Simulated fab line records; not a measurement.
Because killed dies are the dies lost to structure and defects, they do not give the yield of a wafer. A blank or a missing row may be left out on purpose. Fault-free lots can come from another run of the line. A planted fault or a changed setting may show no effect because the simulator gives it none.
Chamber matching ; flow sfqLine ; 4 sister chambers for SFQ_TRILAYER_I4_CMP_CMP_100 on cmp-01
The step polishes SiO2. 8 wafers are shown with their chamber, then 7 later ones without.

## WAFERS WITH THEIR CHAMBER
wafer;chamber;motorCurrentA (A);headPressurePsi (psi)
L925.2;3;10.2;2.999
L928.2;3;9.8;3.008
L928.3;0;11.2;3.001
L928.4;2;11.2;3.001
L929.2;2;10.7;3.000
L929.3;1;8.9;3.004
L929.6;0;10.7;3.002
L934.1;1;9.6;3.004

## WAFERS WHOSE CHAMBER IS MISSING
wafer;motorCurrentA (A);headPressurePsi (psi)
L934.6;10.1;2.998
L943.1;11.3;2.985
L943.4;8.5;3.003
L943.6;11.3;2.990
L945.2;9.0;3.007
L945.1;10.9;3.005
L945.6;11.3;2.993

## EACH ONE'S CHAMBER
wafer;from the rows above;in truth
L934.6;can't be placed: 3 or 2 or 0 or 1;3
L943.1;can't be placed: 2 or 0 or 3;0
L943.4;can't be placed: 1 or 3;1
L943.6;can't be placed: 2 or 0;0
L945.2;can't be placed: 1 or 3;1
L945.1;can't be placed: 0 or 2 or 3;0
L945.6;can't be placed: 2 or 0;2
Correctly placed: 0 of 7. These rows do not allow placing 7 (true chamber among the candidates in 7). Number placed wrongly: 0.
How it was worked out, from the rows above alone: a wafer's distance from a chamber is the root of the sum, over the readings, of the square of ((its reading less the chamber's mean) divided by the reading's scatter). The wafer belongs to the nearest chamber; if the next one is less than 2 further off, it can't be placed. For every chamber, the mean is computed from those of its wafers that are shown. The scatter: take each reading less its chamber's mean, square it, sum over the shown wafers, divide by the number of wafers less the number of chambers, and take the root.
